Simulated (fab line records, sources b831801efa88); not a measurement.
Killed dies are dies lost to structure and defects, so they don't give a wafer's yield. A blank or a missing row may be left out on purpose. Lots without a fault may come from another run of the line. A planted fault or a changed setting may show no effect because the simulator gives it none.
Tool commonality check | flow sky130 | 9 lots, 27 wafers sampled

WHY IT WAS OPENED
At SKY_CAP2M_RS_MEAS_03 the reading CAP2M_TIN_RS is flagged on 2 of 9 lots. Wafers without a fault read 6.87 ohm/sq, standard deviation 0.078.
Rule: a lot is flagged when every wafer of it that has a number lies more than 4 standard deviations from that mean, or none has a number. The other lots count as sound.

lot  | measured     | on            | CAP2M_TIN_RS (ohm/sq), wafer by wafer | flag
L835 | day 40 10:38 | film_metro-03 | 13.76 13.76 13.60                     | FLAGGED
L836 | day 40 13:22 | film_metro-03 | 6.83 6.83 6.89                        |
L838 | day 40 23:29 | film_metro-02 | 13.68 13.13 13.48                     | FLAGGED
L847 | day 43 23:33 | film_metro-02 | 6.87 6.84 6.85                        |
L849 | day 44 11:26 | film_metro-03 | 6.84 6.94 6.93                        |
L851 | day 44 19:55 | film_metro-01 | 6.96 6.86 6.79                        |
L853 | day 45 02:41 | film_metro-01 | 6.84 6.86 6.85                        |
L855 | day 45 15:27 | film_metro-01 | 6.79 6.91 6.70                        |
L856 | day 46 09:11 | film_metro-03 | 6.85 6.78 6.86                        |
The numbers of the flagged lots are 13.57 ohm/sq on average: +6.70 ohm/sq against the usual, or +86 standard deviations.

WHICH TOOL RAN EACH LOT
The record holds 3 process steps before the reading, out of a route of 708 steps. In each cell: the tool, then ch and the chambers that the sampled wafers went through, then the start.
lot  | flag    | SKY_METAL4_SPUTTER_01        | SKY_METAL4_SPUTTER_03        | SKY_CAP2M_SPUTTER_02
L835 | FLAGGED | pvd_sputter-03, day 40 10:19 | pvd_sputter-03, day 40 10:23 | pvd_sputter-04, day 40 10:32
L836 |         | pvd_sputter-01, day 40 12:59 | pvd_sputter-01, day 40 13:03 | pvd_sputter-02, day 40 13:12
L838 | FLAGGED | pvd_sputter-02, day 40 23:09 | pvd_sputter-02, day 40 23:13 | pvd_sputter-04, day 40 23:22
L847 |         | pvd_sputter-02, day 43 23:14 | pvd_sputter-02, day 43 23:17 | pvd_sputter-04, day 43 23:26
L849 |         | pvd_sputter-02, day 44 11:07 | pvd_sputter-02, day 44 11:11 | pvd_sputter-04, day 44 11:20
L851 |         | pvd_sputter-02, day 44 19:35 | pvd_sputter-02, day 44 19:39 | pvd_sputter-01, day 44 19:49
L853 |         | pvd_sputter-02, day 45 02:19 | pvd_sputter-02, day 45 02:23 | pvd_sputter-04, day 45 02:32
L855 |         | pvd_sputter-03, day 45 15:08 | pvd_sputter-03, day 45 15:11 | pvd_sputter-04, day 45 15:20
L856 |         | pvd_sputter-01, day 46 08:51 | pvd_sputter-01, day 46 08:55 | pvd_sputter-04, day 46 09:04
What these steps do:
- SKY_METAL4_SPUTTER_01: material TiN, target thk 20 nm, time 16.7 s.
- SKY_METAL4_SPUTTER_03: material Ti, target thk 5 nm, time 3.3 s.
- SKY_CAP2M_SPUTTER_02: material TiN, target thk 200 nm, time 166.7 s.
- SKY_CAP2M_RS_MEAS_03: measures by four-point-probe.

FLAGGED OVER TOTAL, TOOL BY TOOL (the gauges that took the reading come last)
step                  | tool           | lots run | flagged | share of the flagged lots | sound lots run after its first flagged lot
SKY_METAL4_SPUTTER_01 | pvd_sputter-01 | 2        | 0       | none                      | -
SKY_METAL4_SPUTTER_01 | pvd_sputter-02 | 5        | 1       | some                      | 4 (L847,L849,L851,L853)
SKY_METAL4_SPUTTER_01 | pvd_sputter-03 | 2        | 1       | some                      | 1 (L855)
SKY_METAL4_SPUTTER_03 | pvd_sputter-01 | 2        | 0       | none                      | -
SKY_METAL4_SPUTTER_03 | pvd_sputter-02 | 5        | 1       | some                      | 4 (L847,L849,L851,L853)
SKY_METAL4_SPUTTER_03 | pvd_sputter-03 | 2        | 1       | some                      | 1 (L855)
SKY_CAP2M_SPUTTER_02  | pvd_sputter-01 | 1        | 0       | none                      | -
SKY_CAP2M_SPUTTER_02  | pvd_sputter-02 | 1        | 0       | none                      | -
SKY_CAP2M_SPUTTER_02  | pvd_sputter-04 | 7        | 2       | all                       | 5 (L847,L849,L853,L855,L856)
SKY_CAP2M_RS_MEAS_03  | film_metro-01  | 3        | 0       | none                      | -
SKY_CAP2M_RS_MEAS_03  | film_metro-02  | 2        | 1       | some                      | 1 (L847)
SKY_CAP2M_RS_MEAS_03  | film_metro-03  | 4        | 1       | some                      | 3 (L836,L849,L856)

WHAT THE TABLE ALLOWS
1 row of the table ran every flagged lot: pvd_sputter-04 at SKY_CAP2M_SPUTTER_02.
- pvd_sputter-04 at SKY_CAP2M_SPUTTER_02: 2 of its 7 lots flagged. Sound lots ran on it after the first flagged one (L847, L849, L853, L855, L856), which a lasting fault on the whole tool wouldn't allow. Its own readings lie more than 4 standard deviations out on every wafer of the flagged lots: cathode_dc_power_W.
No row of the table ran every flagged lot and no sound lot after the first.

WHAT THE SIMULATOR HAD PUT IN
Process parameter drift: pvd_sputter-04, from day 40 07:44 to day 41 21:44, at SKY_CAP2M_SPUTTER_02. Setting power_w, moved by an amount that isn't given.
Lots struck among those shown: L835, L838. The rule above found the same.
